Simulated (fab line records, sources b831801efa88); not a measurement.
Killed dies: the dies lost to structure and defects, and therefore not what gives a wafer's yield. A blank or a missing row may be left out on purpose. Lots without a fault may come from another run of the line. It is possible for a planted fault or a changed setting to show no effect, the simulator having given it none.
Chamber matching    flow gf180mcu    GF_V4_CVD_02 on pecvd-01 has 3 sister chambers
The step deposits SiO2 from TEOS, target thk 850 nm, time 94.851 s. 14 wafers are shown with their chamber, then 7 later ones without.

EACH WAFER AND ITS CHAMBER
wafer   chamber  heater_power_w (W)
L078.1  2        695
L078.3  1        657
L078.5  2        752
L081.1  1        800
L081.3  2        659
L081.4  2        723
L083.2  0        722
L083.3  2        736
L083.6  1        752
L087.2  1        812
L087.3  2        740
L087.5  1        663
L090.2  1        764
L090.4  2        780

SIGNATURES (means of the wafers above)
reading         chamber 0  chamber 1  chamber 2  scatter within a chamber
heater_power_w  722.00     741.33     726.43     53.6
Rule: a wafer lies at a distance from a chamber equal to the root of the sum of squares, over the readings, of (its reading less the chamber's mean, divided by the reading's scatter). If the next closest chamber is less than 2 further off than the closest, the wafer can't be placed; otherwise it belongs to the closest. The scatter: take each reading less its chamber's mean, square it, sum over the shown wafers, divide by the number of wafers less the number of chambers, and take the root.

WAFERS MISSING THEIR CHAMBER
wafer   heater_power_w (W)
L090.5  786
L089.2  766
L089.3  725
L089.5  778
L093.2  760
L093.3  747
L093.4  622

WHICH CHAMBER EACH ONE RAN IN
wafer   from the rows above           in truth
L090.5  can't be placed: 1 or 2 or 0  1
L089.2  can't be placed: 1 or 2 or 0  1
L089.3  can't be placed: 2 or 0 or 1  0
L089.5  can't be placed: 1 or 2 or 0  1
L093.2  can't be placed: 1 or 2 or 0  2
L093.3  can't be placed: 1 or 2 or 0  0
L093.4  can't be placed: 0 or 2 or 1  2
Correct placement for 0 of the 7. Unplaceable from these rows: 7, with the true chamber sitting among the candidates in 7. Wrongly placed: 0.
